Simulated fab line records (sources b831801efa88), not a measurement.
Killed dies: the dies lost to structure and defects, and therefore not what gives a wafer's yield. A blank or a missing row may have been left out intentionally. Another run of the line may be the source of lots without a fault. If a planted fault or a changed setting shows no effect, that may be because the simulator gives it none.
Which tool did it?    flow sky130    14 lots with 42 wafers sampled at 4 steps, on a route of 708 steps

WHAT EACH GAUGE READ, for each wafer
The record lacks any reading of a measuring or inspecting step that a usual standard deviation could be used to judge.

WHICH TOOL RAN EACH LOT (tool, then ch and the chambers of the sampled wafers, then the start)
lot   SKY_VIA4_ETCH_12                    SKY_VIA4_CMP_21                SKY_METAL5_SPUTTER_02         SKY_METAL5_DEVELOP_13
L867  rie diel-01 ch 1,3, day 42 17:37    cmp-02 ch 0,1,2, day 42 18:40  pvd sputter-03, day 42 19:01  litho track-04 ch 0, day 43 17:47
L868  rie diel-02 ch 2,3, day 42 20:37    cmp-01 ch 1,3, day 42 21:46    pvd sputter-02, day 42 22:07  litho track-01 ch 0, day 43 20:47
L869  rie diel-04 ch 1,2, day 43 09:43    cmp-01 ch 0,2,3, day 43 10:53  pvd sputter-01, day 43 11:08  litho track-04 ch 0, day 44 09:26
L870  rie diel-02 ch 0,2,3, day 43 19:28  cmp-01 ch 1,2,3, day 43 20:43  pvd sputter-03, day 43 21:04  litho track-01 ch 0, day 44 18:53
L872  rie diel-02 ch 0,3, day 44 06:40    cmp-01 ch 0,2,3, day 44 08:15  pvd sputter-01, day 44 08:30  litho track-01 ch 0, day 45 06:02
L875  rie diel-02 ch 0,1,3, day 45 06:07  cmp-01 ch 0,2,3, day 45 07:32  pvd sputter-03, day 45 07:47  litho track-01 ch 0, day 46 04:19
L876  rie diel-04 ch 0,1,2, day 45 09:34  cmp-02 ch 1,2,3, day 45 10:44  pvd sputter-02, day 45 11:00  litho track-03, day 46 07:09
L877  rie diel-01 ch 0,1,3, day 45 15:37  cmp-02 ch 0,2,3, day 45 16:46  pvd sputter-02, day 45 17:01  litho track-01, day 46 13:32
L881  rie diel-02 ch 0,1,2, day 46 12:10  cmp-02 ch 0,1, day 46 13:13    pvd sputter-02, day 46 13:34  litho track-03 ch 0, day 47 09:34
L886  rie diel-04 ch 0,1,3, day 47 18:25  cmp-01 ch 0,1,2, day 47 19:42  pvd sputter-02, day 47 20:00  litho track-04 ch 0, day 48 14:48
L887  rie diel-02 ch 0,2, day 48 00:49    cmp-01 ch 1,2,3, day 48 02:13  pvd sputter-02, day 48 02:34  litho track-03 ch 0, day 48 20:47
L888  rie diel-01 ch 0,1, day 48 01:40    cmp-01 ch 2,3, day 48 03:18    pvd sputter-03, day 48 03:39  litho track-03 ch 0, day 48 21:56
L889  rie diel-02 ch 0,1,2, day 48 10:40  cmp-02 ch 1,2,3, day 48 11:51  pvd sputter-01, day 48 12:12  litho track-03 ch 0, day 49 06:15
L890  rie diel-02 ch 0,1,2, day 48 14:01  cmp-02 ch 0,1,2, day 48 15:07  pvd sputter-01, day 48 15:28  litho track-04 ch 0, day 49 08:59
- SKY_VIA4_ETCH_12: etches SiO2 in C4F8/O2/Ar, stops on TiN, target depth 580 nm.
- SKY_VIA4_CMP_21: polishes, stops on SiO2, t overpolish 25 s, target thk 0 nm.
- SKY_METAL5_SPUTTER_02: material AlCu, target thk 1150 nm, time 61.2 s.
- SKY_METAL5_DEVELOP_13: develop time 60 s.

WHAT THE TOOLS THEMSELVES READ (means of the sampled wafers that have a number; where no wafer has one, the mark that the record gives instead)
SKY_VIA4_ETCH_12. Usual: oes product au 0.925 a.u., standard deviation 0.0045.
lot   tool         oes product au (a.u.)  flag
L867  rie diel-01  0.927                  
L868  rie diel-02  0.925                  
L869  rie diel-04  0.928                  
L870  rie diel-02  0.926                  
L872  rie diel-02  0.925                  
L875  rie diel-02  0.924                  
L876  rie diel-04  0.928                  
L877  rie diel-01  0.927                  
L881  rie diel-02  0.924                  
L886  rie diel-04  0.926                  
L887  rie diel-02  0.923                  
L888  rie diel-01  0.928                  
L889  rie diel-02  0.922                  
L890  rie diel-02  0.922                  

SKY_VIA4_CMP_21. Usual: motor current A 11.9 A, standard deviation 1.3; overpolish run s 25.000 s, standard deviation 0.0084; platen rpm 60.01 rpm, standard deviation 0.046; time to endpoint s 127 s, standard deviation 4.7.
lot   tool    motor current A (A)  overpolish run s (s)  platen rpm (rpm)  time to endpoint s (s)  flag
L867  cmp-02  11.9                 25.005                60.00             131                     
L868  cmp-01  12.8                 24.997                60.04             125                     
L869  cmp-01  11.4                 24.993                60.00             124                     
L870  cmp-01  11.9                 25.004                59.95             125                     
L872  cmp-01  11.4                 25.005                60.00             123                     
L875  cmp-01  12.0                 24.998                60.01             125                     
L876  cmp-02  11.9                 25.001                60.04             128                     
L877  cmp-02  12.1                 25.005                60.00             130                     
L881  cmp-02  11.4                 25.007                60.04             130                     
L886  cmp-01  13.0                 24.992                59.96             123                     
L887  cmp-01  11.9                 25.002                60.03             118                     
L888  cmp-01  10.5                 25.003                60.06             119                     
L889  cmp-02  12.2                 24.998                59.99             134                     
L890  cmp-02  11.7                 25.007                60.02             127                     

SKY_METAL5_SPUTTER_02. Usual: throttle valve pct 30.0 %, standard deviation 1.3.
lot   tool            throttle valve pct (%)  flag
L867  pvd sputter-03  29.2                    
L868  pvd sputter-02  29.4                    
L869  pvd sputter-01  30.7                    
L870  pvd sputter-03  29.4                    
L872  pvd sputter-01  30.5                    
L875  pvd sputter-03  30.6                    
L876  pvd sputter-02  29.8                    
L877  pvd sputter-02  29.3                    
L881  pvd sputter-02  29.9                    
L886  pvd sputter-02  29.5                    
L887  pvd sputter-02  29.7                    
L888  pvd sputter-03  30.2                    
L889  pvd sputter-01  30.7                    
L890  pvd sputter-01  30.5                    

SKY_METAL5_DEVELOP_13. Usual: chill plate temp C 22.98 C, standard deviation 0.1.
lot   tool            chill plate temp C (C)  flag
L867  litho track-04  23.12                   
L868  litho track-01  22.91                   
L869  litho track-04  23.04                   
L870  litho track-01  23.15                   
L872  litho track-01  22.84                   
L875  litho track-01  23.05                   
L876  litho track-03  -                       OFF
L877  litho track-01  -                       OFF
L881  litho track-03  22.96                   
L886  litho track-04  22.93                   
L887  litho track-03  23.03                   
L888  litho track-03  22.88                   
L889  litho track-03  22.86                   
L890  litho track-04  23.01                   

THE ANSWER, worked out from the rows above alone
Rule: lot off if the mean of its wafers having a number is beyond 3 standard deviations from the usual mean. A lot without any number at a reading at which 4 lots or more have one is off too. All remaining lots with rows at the step are treated as sound. The gauges are gone through in route order, then the tools' own readings, and for those a lot's mean is taken as printed above. At the first step where some lot is off, the reading lying furthest off is the one used; lots without a number count as furthest.
Off: L876, L877, at SKY_METAL5_DEVELOP_13 (chill plate temp C). Without a number there: L876, L877.
A tool fits if, at that step or a process step before it, it ran every lot that is off, and no sound lot after the first of them. Not one of the candidates tried fits.

WHAT THE SIMULATOR HAD INSERTED
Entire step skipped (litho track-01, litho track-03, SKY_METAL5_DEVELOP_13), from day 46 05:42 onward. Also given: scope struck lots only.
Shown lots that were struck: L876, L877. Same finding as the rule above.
